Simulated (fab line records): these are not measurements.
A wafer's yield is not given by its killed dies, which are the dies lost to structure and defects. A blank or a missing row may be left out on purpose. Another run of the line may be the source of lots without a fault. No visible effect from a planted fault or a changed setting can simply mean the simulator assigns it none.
fab line records    flow sky130
[record] lots = 12  wafers = 36  lastDay = 50
route steps=708 shown NWELL@63 VT_ADJUST_NCORE@125 SONOS_ONO@169
lots untouched by any fault: they come from a run of this same line in which no faults occurred
startH: start of the lot's first displayed wafer, in hours after the record's first day    waitH: time in hours since the lot's previous step    " unchanged from the row above    L1.1+2: a single row standing in for several wafers    - either no value or no given start    * or withheld: withheld    < > ~ a bound
route shown NAME@n: names a module that has steps shown in the file, with the first one's number in the route    usual: mean/standard deviation taken from wafers without a fault    same: alike in all rows    chamber/n: place in a boat    sites: the reading at each site    _std_site: the values' standard deviation    _edge_site: outer sites' mean less inner sites'    radiusMm: for every site, how far away it sits from the centre of the wafer    mask NAME#n: copy n    behind: the last tool/chamber to shape the wafer    hold: cause of the lot's hold/its duration in hours/its outcome    device: names the non-switching transistor (n, p or np)    end of line: the tests these same wafers got at the end of their route    step lacking rows: just its recipe    killed: the dies lost at the first sort to structure and to defects; this is not the yield of the wafer    map: per-die view of a wafer (x killed, . not killed, _ where there is no die)
set.NAME: setting as actually run; set.NAME@STEP: the setting as run at that earlier step    model.NAME: the simulator's own value behind a step, which no gauge read
the route's steps for a sample of lots (tables are steps, rows are wafers)
services: when a tool's chamber went out of use (startH, in hours from the record's first day, below 0 if earlier), for how many hours, and the reason
[[steps]]
[step SKY_NWELL_OVL_MEAS_10]
[usual] NWELL_00_OVL = 1.0/1.3
lot.wafer  tool        chamber  startH  waitH  NWELL_00_OVL[nm]
L986.2     overlay-01  -        85.36   -      1.9
L986.3     "           -        "       "      0.0
L986.5     "           -        "       "      3.0
L989.2     overlay-02  -        103.91  -      1.3
L989.5     "           -        "       "      0.6
L989.6     "           -        "       "      0.4
L990.2     overlay-01  -        110.70  -      1.0
L990.3     "           -        "       "      -2.6
L990.4     "           -        "       "      -1.1
L991.1     overlay-02  -        115.34  -      -1.4
L991.2     "           -        "       "      -1.2
L991.6     "           -        "       "      -1.6
L992.2     overlay-01  -        117.76  -      2.4
L992.4     "           -        "       "      1.7
L992.6     "           -        "       "      3.1
L993.2     overlay-02  -        122.70  -      0.4
L993.3     "           -        "       "      1.3
L993.4     "           -        "       "      0.9
L996.1     overlay-02  -        141.49  -      2.6
L996.2     "           -        "       "      1.4
L996.5     "           -        "       "      0.8
L997.1     overlay-02  -        150.24  -      -1.1
L997.3     "           -        "       "      -1.2
L997.6     "           -        "       "      1.1
L998.1     overlay-01  -        157.58  -      0.4
L998.2     "           -        "       "      -1.0
L998.6     "           -        "       "      1.5
L100.1     overlay-02  -        165.85  -      2.3
L100.5     "           -        "       "      2.6
L100.6     "           -        "       "      4.6
L106.1     overlay-02  -        203.20  -      0.8
L106.3     "           -        "       "      0.7
L106.6     "           -        "       "      1.0
L109.1     overlay-01  -        218.14  -      1.0
L109.2     "           -        "       "      2.7
L109.5     "           -        "       "      2.0
[step SKY_VT_ADJUST_NCORE_DEVELOP_06]
[recipe] resist = NOVOLAK  developer = TMAH  developTimeS = 60  devTempC = 23
[usual] exhaustPa = 45.0/0.82
lot.wafer  tool           chamber  startH  waitH  exhaustPa
L986.2     lithoTrack-04  0        181.00  0.1    44.7
L986.3     "              0        "       "      44.4
L986.5     "              0        "       "      45.2
L989.2     lithoTrack-04  0        202.70  0.1    45.3
L989.5     "              0        "       "      45.9
L989.6     "              0        "       "      46.0
L990.2     lithoTrack-04  0        212.05  0.1    46.0
L990.3     "              0        "       "      45.9
L990.4     "              0        "       "      45.7
L991.1     lithoTrack-01  0        217.04  0.1    45.0
L991.2     "              0        "       "      44.2
L991.6     "              0        "       "      45.8
L992.2     lithoTrack-01  0        221.16  0.1    45.2
L992.4     "              0        "       "      46.7
L992.6     "              0        "       "      46.6
L993.2     lithoTrack-01  0        226.36  0.1    44.3
L993.3     "              0        "       "      44.0
L993.4     "              0        "       "      44.6
L996.1     lithoTrack-02  0        249.65  0.1    45.0
L996.2     "              0        "       "      43.2
L996.5     "              0        "       "      44.6
L997.1     lithoTrack-02  0        260.80  0.1    45.7
L997.3     "              0        "       "      45.6
L997.6     "              0        "       "      45.6
L998.1     lithoTrack-02  0        268.70  0.1    45.0
L998.2     "              0        "       "      43.6
L998.6     "              0        "       "      45.0
L100.1     lithoTrack-02  0        277.90  0.1    45.6
L100.5     "              0        "       "      43.8
L100.6     "              0        "       "      45.5
L106.1     lithoTrack-01  0        325.54  0.1    44.4
L106.3     "              0        "       "      44.0
L106.6     "              0        "       "      44.9
L109.1     lithoTrack-01  0        343.34  0.1    45.1
L109.2     "              0        "       "      45.1
L109.5     "              0        "       "      45.0
[step SKY_VT_ADJUST_NCORE_CD_MEAS_07]
[recipe] targetCdNm = 380
[usual] cdNm = 380.8/2.5
lot.wafer  tool      chamber  startH  waitH  cdNm
L986.2     cdSem-01  -        181.15  0.1    379.9
L986.3     "         -        "       "      379.5
L986.5     "         -        "       "      378.8
L989.2     cdSem-01  -        202.85  0.1    382.3
L989.5     "         -        "       "      381.6
L989.6     "         -        "       "      383.7
L990.2     cdSem-02  -        212.23  0.2    380.3
L990.3     "         -        "       "      381.0
L990.4     "         -        "       "      384.6
L991.1     cdSem-02  -        217.19  0.1    377.8
L991.2     "         -        "       "      378.1
L991.6     "         -        "       "      377.1
L992.2     cdSem-01  -        221.31  0.1    377.5
L992.4     "         -        "       "      376.8
L992.6     "         -        "       "      377.3
L993.2     cdSem-02  -        226.51  0.1    379.5
L993.3     "         -        "       "      382.1
L993.4     "         -        "       "      379.3
L996.1     cdSem-01  -        249.80  0.1    378.5
L996.2     "         -        "       "      378.1
L996.5     "         -        "       "      379.8
L997.1     cdSem-02  -        260.95  0.1    379.7
L997.3     "         -        "       "      378.6
L997.6     "         -        "       "      378.7
L998.1     cdSem-01  -        268.85  0.1    380.4
L998.2     "         -        "       "      382.1
L998.6     "         -        "       "      379.4
L100.1     cdSem-02  -        278.05  0.1    382.3
L100.5     "         -        "       "      384.5
L100.6     "         -        "       "      382.9
L106.1     cdSem-02  -        325.69  0.1    391.5
L106.3     "         -        "       "      394.4
L106.6     "         -        "       "      394.2
L109.1     cdSem-02  -        343.49  0.1    387.8
L109.2     "         -        "       "      386.6
L109.5     "         -        "       "      387.5
[step SKY_VT_ADJUST_NCORE_STRIP_10]
[recipe] chemistry = O2/N2  powerW = 1400  pressureMtorr = 1500  platenTempC = withheld  o2FlowSccm = 3000  n2FlowSccm = 300  overashFraction = 0.5
[usual] chamberPressureMTorr = 1500.0/1.3  drypumpMotorCurrentA = 5.9/0.56  oesProductAu = 0.716/0.0045  stripTimeToEndpointS = 14.20/0.037
lot.wafer  tool            chamber  startH  waitH  chamberPressureMTorr  drypumpMotorCurrentA  oesProductAu  rfHoursCounterH  stripTimeToEndpointS
L986.2     plasmaAsher-03  0        181.44  0.1    1499.1                6.4                   0.720         37               14.20
L986.3     "               1        "       "      1502.2                6.0                   0.710         -                14.20
L986.5     "               1        "       "      1500.5                5.9                   0.712         -                14.20
L989.2     plasmaAsher-02  0        203.13  0.1    1500.8                5.0                   0.715         7                14.15
L989.5     "               1        "       "      1500.2                6.2                   0.710         -                14.18
L989.6     "               0        "       "      1500.8                5.0                   0.721         -                14.15
L990.2     plasmaAsher-02  0        212.52  0.1    1498.5                5.0                   0.716         8                14.15
L990.3     "               0        "       "      1502.5                5.0                   0.715         -                14.20
L990.4     "               1        "       "      1501.1                6.2                   0.718         -                14.22
L991.1     plasmaAsher-02  0        217.50  0.1    1499.8                5.0                   0.717         8                14.25
L991.2     "               1        "       "      1500.8                6.2                   0.710         8                14.26
L991.6     "               1        "       "      1500.2                6.2                   0.717         -                14.25
L992.2     plasmaAsher-03  1        221.60  0.1    1498.9                5.9                   0.711         41               14.22
L992.4     "               1        "       "      1500.1                5.9                   0.710         -                14.25
L992.6     "               1        "       "      1500.5                5.9                   0.713         -                14.24
L993.2     plasmaAsher-02  0        226.80  0.1    1500.9                5.0                   0.712         9                14.19
L993.3     "               0        "       "      1499.9                5.0                   0.724         -                14.22
L993.4     "               1        "       "      1498.4                6.2                   0.717         -                14.24
L996.1     plasmaAsher-04  0        250.11  0.1    1498.3                6.3                   0.715         57               14.23
L996.2     "               1        "       "      1501.6                6.2                   0.720         57               14.21
L996.5     "               1        "       "      1500.9                6.2                   0.708         -                14.18
L997.1     plasmaAsher-03  0        261.26  0.1    1501.5                6.5                   0.717         45               14.20
L997.3     "               1        "       "      1500.5                5.9                   0.714         -                14.22
L997.6     "               1        "       "      1501.6                5.9                   0.722         -                14.18
L998.1     plasmaAsher-02  1        269.16  0.1    1500.9                6.2                   0.714         13               14.17
L998.2     "               0        "       "      1501.4                5.0                   0.712         13               14.18
L998.6     "               1        "       "      1501.3                6.2                   0.713         -                14.16
L100.1     plasmaAsher-02  1        278.36  0.1    1498.0                6.2                   0.713         15               14.25
L100.5     "               0        "       "      1499.2                5.0                   0.713         -                14.24
L100.6     "               1        "       "      1499.4                6.2                   0.716         -                14.25
L106.1     plasmaAsher-02  0        325.99  0.1    1497.6                5.0                   0.714         19               14.17
L106.3     "               1        "       "      1500.2                6.2                   0.718         -                14.19
L106.6     "               0        "       "      1497.1                4.9                   0.716         -                14.21
L109.1     plasmaAsher-04  0        343.79  0.1    1497.9                6.2                   0.721         66               14.23
L109.2     "               1        "       "      1500.7                6.2                   0.716         66               14.15
L109.5     "               1        "       "      1498.1                6.2                   0.716         -                14.24
[step SKY_SONOS_ONO_THK_MEAS_01]
[recipe] reads = SiO2_of_SONOS_ONO_OXIDATION_00
[usual] SONOS_ONO_OXIDATION_THK = 2.56/0.07
lot.wafer  tool          chamber  startH  waitH  SONOS_ONO_OXIDATION_THK[nm]
L986.2     filmMetro-01  -        251.46  0.0    2.55
L986.3     "             -        "       "      2.57
L986.5     "             -        "       "      2.62
L989.2     filmMetro-01  -        275.76  0.0    2.57
L989.5     "             -        "       "      2.58
L989.6     "             -        "       "      2.54
L990.2     filmMetro-03  -        285.05  0.0    2.56
L990.3     "             -        "       "      2.58
L990.4     "             -        "       "      2.56
L991.1     filmMetro-02  -        292.84  0.0    2.62
L991.2     "             -        "       "      2.62
L991.6     "             -        "       "      2.55
L992.2     filmMetro-01  -        296.08  0.0    2.55
L992.4     "             -        "       "      2.51
L992.6     "             -        "       "      2.52
L993.2     filmMetro-01  -        300.24  0.0    2.39
L993.3     "             -        "       "      2.40
L993.4     "             -        "       "      2.44
L996.1     filmMetro-02  -        327.74  0.0    2.69
L996.2     "             -        "       "      2.57
L996.5     "             -        "       "      2.51
L997.1     filmMetro-02  -        340.66  0.0    2.61
L997.3     "             -        "       "      2.51
L997.6     "             -        "       "      2.52
L998.1     filmMetro-01  -        349.69  0.0    2.50
L998.2     "             -        "       "      2.62
L998.6     "             -        "       "      2.55
L100.1     filmMetro-02  -        360.31  0.0    2.70
L100.5     "             -        "       "      2.60
L100.6     "             -        "       "      2.65
L106.1     filmMetro-01  -        414.29  0.0    2.60
L106.3     "             -        "       "      2.57
L106.6     "             -        "       "      2.57
L109.1     filmMetro-01  -        432.16  0.0    2.59
L109.2     "             -        "       "      2.52
L109.5     "             -        "       "      2.57
[[services]]
tool            chamber  startH  hours  kind
plasmaAsher-02  -        174.68  13.5   repair
plasmaAsher-03  -        207.40  0.8    repair
plasmaAsher-03  -        242.10  1.5    repair
plasmaAsher-04  -        263.98  2.8    pm
plasmaAsher-03  -        268.45  12.8   repair
plasmaAsher-04  -        269.14  4.6    repair
plasmaAsher-02  -        298.69  0.9    repair
plasmaAsher-02  -        336.38  7.5    repair
[[key]]
[firstSign] step = SKY_VT_ADJUST_NCORE_CD_MEAS_07  reading = cdNm  direction = up  sigmas = 3.8  usual = 380.8  struck = 390.3  through = controlLoop
effect none on later readings
metAt SKY_VT_ADJUST_NCORE_DEVELOP_06
struckLots L106,L109
testerLeftOut L106,L109
[loopTrim] step = SKY_VT_ADJUST_NCORE_EXPOSE_04  setting = dose  lots = L109
notActingAt SKY_NWELL_OVL_MEAS_10,SKY_VT_ADJUST_NCORE_STRIP_10,SKY_SONOS_ONO_THK_MEAS_01
onsetBetween 226.36 325.54
alsoFits time
[fault] kind = processParameterDrift  tool = lithoTrack-01  chamber = -  onsetH = 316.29  steps = SKY_VT_ADJUST_NCORE_DEVELOP_06  channel = developTimeS  offset = *  shape = step  endH = 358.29  actsIn = *  stated = *
// testerLeftOut: of these lots the tester's yield and bins aren't shown, on N5 and GAA mostly nor the transistor test; their killed dies are dies lost to structure and defects alone, not to doping, threshold or leakage, so they don't give the yield
// loopTrim: a control loop set the setting to another value than it would have without faults
